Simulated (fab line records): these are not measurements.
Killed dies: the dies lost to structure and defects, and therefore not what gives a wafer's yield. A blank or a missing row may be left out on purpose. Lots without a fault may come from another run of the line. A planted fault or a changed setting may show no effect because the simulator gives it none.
Which tool is to blame? + flow sfq-line + route of 325 steps, sampled at 1 step: 15 lots, 45 wafers

== WHAT EACH GAUGE READ, for each wafer ==
The record holds no reading of a measuring or inspecting step that can be judged against a usual standard deviation.

== WHICH TOOL RAN EACH LOT (tool, then ch and the chambers of the sampled wafers, then the start) ==
| lot  | SFQ_TRILAYER_M0_LITHO_EXPOSE_022  |
|------|-----------------------------------|
| L572 | krf-scanner-01 ch 0, day 10 22:53 |
| L573 | krf-scanner-01 ch 0, day 11 07:53 |
| L574 | krf-scanner-01 ch 0, day 11 13:17 |
| L575 | krf-scanner-01 ch 0, day 11 22:17 |
| L576 | krf-scanner-01 ch 0, day 12 14:17 |
| L577 | krf-scanner-01 ch 0, day 12 21:05 |
| L578 | krf-scanner-01 ch 0, day 13 04:17 |
| L585 | krf-scanner-02 ch 0, day 14 13:53 |
| L586 | krf-scanner-02 ch 0, day 14 14:53 |
| L587 | krf-scanner-02 ch 0, day 16 07:41 |
| L588 | krf-scanner-02 ch 0, day 16 12:53 |
| L589 | krf-scanner-02 ch 0, day 17 01:53 |
| L590 | krf-scanner-02 ch 0, day 17 13:05 |
| L591 | krf-scanner-02 ch 0, day 17 20:53 |
| L595 | krf-scanner-02 ch 0, day 20 01:06 |
- SFQ_TRILAYER_M0_LITHO_EXPOSE_022: exposes mask M0, target cd 500 nm.

== WHAT THE TOOLS THEMSELVES READ (means of the sampled wafers that have a number; where no wafer has one, the mark that the record gives instead) ==
SFQ_TRILAYER_M0_LITHO_EXPOSE_022.
| lot  | tool           | exposure-dose-mJ-cm2 |
|------|----------------|----------------------|
| L572 | krf-scanner-01 | 14.408               |
| L573 | krf-scanner-01 | 14.398               |
| L574 | krf-scanner-01 | 14.422               |
| L575 | krf-scanner-01 | 10.552               |
| L576 | krf-scanner-01 | 10.525               |
| L577 | krf-scanner-01 | 10.551               |
| L578 | krf-scanner-01 | 10.540               |
| L585 | krf-scanner-02 | 14.423               |
| L586 | krf-scanner-02 | 14.397               |
| L587 | krf-scanner-02 | 14.377               |
| L588 | krf-scanner-02 | 14.395               |
| L589 | krf-scanner-02 | 14.395               |
| L590 | krf-scanner-02 | 14.412               |
| L591 | krf-scanner-02 | 14.406               |
| L595 | krf-scanner-02 | 14.404               |

== THE ANSWER, worked out from the rows above alone ==
Rule: the lots themselves supply what counts as usual. The widest of any qualifying gaps counts: lots, ordered by their means at a reading, are off when they make up no more than a third of the lots, leave a main group of 4 or more, and stand apart from it by 3 or more times the standard deviation of that group's means. A main group whose means are all the same, to the digits that the tables above print for the reading, isn't used. Also off: a lot with no number at a reading for which 4 or more lots have one. Where the step has rows for the other lots, those lots are counted as sound. After the gauges, taken in route order, come the tools' own readings; for these a lot's mean is taken, as printed above. The first step at which some lot is off is used, and at that step the reading that is off furthest; a lot without a number counts as furthest.
Off: L575, L576, L577, L578, at SFQ_TRILAYER_M0_LITHO_EXPOSE_022 (exposure-dose-mJ-cm2). For the main group the mean is 14.403 and the standard deviation 0.013.
If a tool, at that step or one of the process steps before it, ran each lot that is off and ran no sound lot following the first of them, it fits. One candidate fits, namely krf-scanner-01 at SFQ_TRILAYER_M0_LITHO_EXPOSE_022. Its last sound lot is L574 (day 11 13:17), its first lot that is off L575 (day 11 22:17): a fault that began between those two fits.
On the lots that are off, the tool's own readings at SFQ_TRILAYER_M0_LITHO_EXPOSE_022 differ by more than 5 times the standard deviation of the sound lots' means, which bears it out; exposure-dose-mJ-cm2 reads 10.542 there versus 14.403 on the sound lots.

== WHAT THE SIMULATOR HAD PUT IN ==
Process parameters drifting: krf-scanner-01 at SFQ_TRILAYER_M0_LITHO_EXPOSE_022, beginning at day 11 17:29. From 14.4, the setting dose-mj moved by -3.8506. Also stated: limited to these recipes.
Struck lots among those shown: L575, L576, L577, L578. The rule above reached the same finding.
